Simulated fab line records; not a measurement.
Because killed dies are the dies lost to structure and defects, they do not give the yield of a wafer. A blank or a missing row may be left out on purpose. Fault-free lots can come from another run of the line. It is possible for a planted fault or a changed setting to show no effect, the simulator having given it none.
Which of the tools did it? -- flow sky130 -- route of 708 steps, sampled at 1 step: 12 lots, 36 wafers

## WHAT THE GAUGES READ, wafer by wafer
SKY_LDD_N_TW_MEAS_17.
lot,measured,on,LDD_N_TW
L358,day 17 22:12,film-metro-03,2554 2557 2570
L361,day 18 22:54,film-metro-03,2569 2554 2544
L362,day 19 10:17,film-metro-01,2572 2566 2543
L363,day 20 06:59,film-metro-01,2554 2573 2570
L366,day 21 06:21,film-metro-03,2599 2594 2583
L367,day 21 16:26,film-metro-02,2591 2571 2581
L368,day 21 18:14,film-metro-02,2576 2599 2565
L370,day 22 14:14,film-metro-03,2600 2587 2583
L378,day 25 13:37,film-metro-03,2600 2592 2592
L379,day 25 15:40,film-metro-03,2597 2612 2598
L381,day 26 00:54,film-metro-03,2571 2576 2602
L380,day 26 03:42,film-metro-03,2598 2587 2596

## WHICH TOOL RAN EACH LOT (tool, then ch and the chambers of the sampled wafers, then the start)
The record shows no process step preceding these readings.

## AS READ BY THE TOOLS THEMSELVES (means over the sampled wafers that have a number; for cases with no such wafer, the mark the record gives instead)
The record holds no such reading with a usual standard deviation.

## THE ANSWER, worked out from the rows above alone
Rule: the lots themselves supply what counts as usual. Put in order of their means at a reading, lots are off if they are a third of the lots or fewer, leave a main group of 4 or more, and stand apart from it by a gap of 3 or more times the standard deviation of the main group's means; of several such gaps the widest counts. A main group is skipped when, at the precision printed for the reading in the tables above, its means are all equal. A lot without any number at a reading at which 4 lots or more have one is off too. Any other lot the step has rows for is counted as sound. The gauges are gone through in route order, then the tools' own readings, and for those a lot's mean is taken as printed above. The first step at which some lot is off is used, and at that step the reading that is off furthest; a lot without a number counts as furthest.
Nothing can be told from this: no lot is off at any reading shown.

## WHAT HAD BEEN PUT IN BY THE SIMULATOR
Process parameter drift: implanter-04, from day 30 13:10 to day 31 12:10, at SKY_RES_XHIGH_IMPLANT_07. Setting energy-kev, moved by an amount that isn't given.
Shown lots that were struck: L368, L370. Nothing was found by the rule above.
